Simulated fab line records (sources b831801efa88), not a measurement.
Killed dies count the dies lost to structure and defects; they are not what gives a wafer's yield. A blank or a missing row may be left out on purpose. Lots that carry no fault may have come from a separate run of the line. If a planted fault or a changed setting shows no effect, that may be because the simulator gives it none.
A lot that was struck, set against a sound lot / flow gf180mcu / 14 steps out of a route of 602
Sound: the wafers L227.1, L227.2, L227.5. Wafers struck: L221.1, L221.2, L221.6. The cause is given at the end.
Order at every step that has rows: each side's tool, ch and its chambers, its first start. Under that, the readings that differ: sound wafers / struck wafers / difference of the means / sigmas: that difference in standard deviations of wafers without a fault.
alike: a reading whose means differ by less than 2 such deviations, as well as words and numbers matching on both sides. not compared: withheld readings; readings where some wafer has no value; bounds like >300 that might hide an equal value; numbers whose values overlap and for which the record gives no deviation.
The two part at a step that has a row with sigmas, a row that says differs or no value, or rows on one side only. Numbers that don't overlap but have no deviation are shown without sigmas and don't part them. A reading missing from all wafers of one side parts the sides only when that side holds two or more wafers.

first, 2 steps without rows for these wafers: GF_M5_CLEAN_13 (cleans in DIW); GF_V5_CVD_00 (deposits SiO2, target thk 300 nm, time 50 s).
GF_V5_THK_MEAS_01:
  sound on film_metro-04 at day 30 08:36; struck on film_metro-04 at day 28 19:12
  alike: V5_CVD_00_THK
GF_V5_CVD_02: deposits SiO2 from TEOS, target thk 1450 nm, time 163.28 s.
  sound on pecvd-01 ch 0,1, day 30 08:40; struck on pecvd-01 ch 0,1, day 28 19:16
  alike: heater_power_w
GF_V5_THK_MEAS_03:
  sound on film_metro-03 at day 30 08:49; struck on film_metro-01 at day 28 19:25
  alike: V5_CVD_02_THK
GF_V5_CMP_04: polishes SiO2.
  sound on cmp-01 ch 1,2, day 30 08:53; struck on cmp-02 ch 1,2,3, day 28 19:35
  alike: motor_current_A
GF_V5_BOW_MEAS_05:
  sound on film_metro-03 at day 30 09:11; struck on film_metro-01 at day 28 19:47
reading=V5_BOW (um); sound=127 126 123; struck=156 140 151; difference=+24; sigmas=+2
then, 5 steps without rows for these wafers: GF_V5_DEHYDRATE_06 (time 60 s); GF_V5_HMDS_07 (prime time 60 s); GF_V5_COAT_08; GF_V5_COAT_09 (resist thk 1000 nm); GF_V5_SOFTBAKE_10 (time 60 s).
GF_V5_EXPOSE_11: exposes mask Via5, target cd 260 nm.
  sound on krf_scanner-01 ch 0, day 30 18:01; struck on krf_scanner-02, day 29 05:23
  no value came back on the struck wafers for exposure_dose_mJ_cm2, focus_offset_nm (nm), sigma_outer; on the sound wafers exposure_dose_mJ_cm2 reads 38.01 38.03 38.06
  alike: mask
then, 1 step without rows for these wafers: GF_V5_PEB_12 (peb time 90 s).

== WHERE THEY PART ==
At GF_V5_BOW_MEAS_05 first; at GF_V5_EXPOSE_11 last (within this record only).

WHY: the cause the simulator had injected
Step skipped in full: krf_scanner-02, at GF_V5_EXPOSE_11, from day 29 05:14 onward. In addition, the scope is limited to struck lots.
